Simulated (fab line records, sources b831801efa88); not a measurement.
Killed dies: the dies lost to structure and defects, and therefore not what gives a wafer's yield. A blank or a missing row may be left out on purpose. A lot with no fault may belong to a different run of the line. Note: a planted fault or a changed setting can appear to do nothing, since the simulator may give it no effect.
Which tool is to blame? :: flow sky130 :: 30 wafers from 10 lots sampled at 4 of the route's 708 steps

== WHAT EACH GAUGE READ, for each wafer ==
SKY_METAL2_RS_MEAS_05: the measuring method here is four-point-probe.
lot: L343
measured: day 33 20:08
on: filmMetro-02
METAL2_ALCU_RS (ohm/sq): 0.1264 0.1253 0.1258

lot: L344
measured: day 34 10:26
on: filmMetro-03
METAL2_ALCU_RS (ohm/sq): 0.1252 0.1263 0.1254

lot: L347
measured: day 36 01:05
on: filmMetro-03
METAL2_ALCU_RS (ohm/sq): 0.1247 0.1242 0.1237

lot: L349
measured: day 36 05:53
on: filmMetro-02
METAL2_ALCU_RS (ohm/sq): 0.1256 0.1261 0.1251

lot: L351
measured: day 36 19:35
on: filmMetro-02
METAL2_ALCU_RS (ohm/sq): 0.1268 0.1258 0.1265

lot: L352
measured: day 36 21:06
on: filmMetro-02
METAL2_ALCU_RS (ohm/sq): 0.1273 0.1287 0.1278

lot: L356
measured: day 38 09:19
on: filmMetro-02
METAL2_ALCU_RS (ohm/sq): 8.5754 8.6048 8.5701

lot: L358
measured: day 38 18:20
on: filmMetro-02
METAL2_ALCU_RS (ohm/sq): 8.6995 8.6781 8.6645

lot: L360
measured: day 39 13:04
on: filmMetro-01
METAL2_ALCU_RS (ohm/sq): 0.1268 0.1278 0.1278

lot: L366
measured: day 41 02:16
on: filmMetro-01
METAL2_ALCU_RS (ohm/sq): 0.1280 0.1284 0.1277

== TOOL THAT RAN EACH LOT (tool first, then ch and the chambers of the sampled wafers, then the start) ==
lot: L343
SKY_VIA1_CMP_02: cmp-02 ch 0,2, day 32 16:12
SKY_VIA1_STRIP_16: plasmaAsher-04 ch 0,1, day 33 18:35
SKY_METAL2_SPUTTER_02: pvdSputter-04, day 33 19:59

lot: L344
SKY_VIA1_CMP_02: cmp-02 ch 1,2, day 33 06:17
SKY_VIA1_STRIP_16: plasmaAsher-01 ch 0,1, day 34 09:04
SKY_METAL2_SPUTTER_02: pvdSputter-02, day 34 10:18

lot: L347
SKY_VIA1_CMP_02: cmp-01 ch 1,2,3, day 34 21:01
SKY_VIA1_STRIP_16: plasmaAsher-03 ch 0,1, day 35 23:42
SKY_METAL2_SPUTTER_02: pvdSputter-04, day 36 00:59

lot: L349
SKY_VIA1_CMP_02: cmp-01 ch 0,3, day 35 01:59
SKY_VIA1_STRIP_16: plasmaAsher-04 ch 0,1, day 36 04:31
SKY_METAL2_SPUTTER_02: pvdSputter-02, day 36 05:47

lot: L351
SKY_VIA1_CMP_02: cmp-02 ch 0,2,3, day 35 16:25
SKY_VIA1_STRIP_16: plasmaAsher-04 ch 0,1, day 36 18:10
SKY_METAL2_SPUTTER_02: pvdSputter-02, day 36 19:28

lot: L352
SKY_VIA1_CMP_02: cmp-01 ch 1,2, day 35 17:28
SKY_VIA1_STRIP_16: plasmaAsher-01 ch 0,1, day 36 19:44
SKY_METAL2_SPUTTER_02: pvdSputter-02, day 36 20:58

lot: L356
SKY_VIA1_CMP_02: cmp-02 ch 1,3, day 37 05:31
SKY_VIA1_STRIP_16: plasmaAsher-04 ch 0,1, day 38 07:55
SKY_METAL2_SPUTTER_02: pvdSputter-02, day 38 09:11

lot: L358
SKY_VIA1_CMP_02: cmp-02 ch 0,1,3, day 37 15:42
SKY_VIA1_STRIP_16: plasmaAsher-04 ch 0,1, day 38 16:56
SKY_METAL2_SPUTTER_02: pvdSputter-04, day 38 18:12

lot: L360
SKY_VIA1_CMP_02: cmp-02 ch 0,1, day 38 09:50
SKY_VIA1_STRIP_16: plasmaAsher-01 ch 0,1, day 39 11:39
SKY_METAL2_SPUTTER_02: pvdSputter-04, day 39 12:59

lot: L366
SKY_VIA1_CMP_02: cmp-01 ch 1,2,3, day 39 23:55
SKY_VIA1_STRIP_16: plasmaAsher-03 ch 0,1, day 41 00:54
SKY_METAL2_SPUTTER_02: pvdSputter-04, day 41 02:11
- SKY_VIA1_CMP_02: polishes SiO2.
- SKY_VIA1_STRIP_16: strips in O2/N2.
- SKY_METAL2_SPUTTER_02: material AlCu, target thk 250 nm, time 13.3 s.

== THE ANSWER, worked out from the rows above alone ==
Rule: usual is defined by the lots themselves. The widest of any qualifying gaps counts: lots, ordered by their means at a reading, are off when they make up no more than a third of the lots, leave a main group of 4 or more, and stand apart from it by 3 or more times the standard deviation of that group's means. A main group is skipped when, at the precision printed for the reading in the tables above, its means are all equal. A lot without any number at a reading at which 4 lots or more have one is off too. All remaining lots with rows at the step are treated as sound.
Off: at SKY_METAL2_RS_MEAS_05 (METAL2_ALCU_RS), L356, L358. For the main group the mean is 0.1264 ohm/sq and the standard deviation 0.0013.
If a tool, at a process step before that reading, ran all the lots that are off and no sound lot after the first of them, it fits. The gauges at SKY_METAL2_RS_MEAS_05 are tried like those tools. 2 tools fit, plasmaAsher-04 at SKY_VIA1_STRIP_16 and filmMetro-02 at SKY_METAL2_RS_MEAS_05, so this cannot tell which one it is.

== WHAT HAD BEEN PUT IN BY THE SIMULATOR ==
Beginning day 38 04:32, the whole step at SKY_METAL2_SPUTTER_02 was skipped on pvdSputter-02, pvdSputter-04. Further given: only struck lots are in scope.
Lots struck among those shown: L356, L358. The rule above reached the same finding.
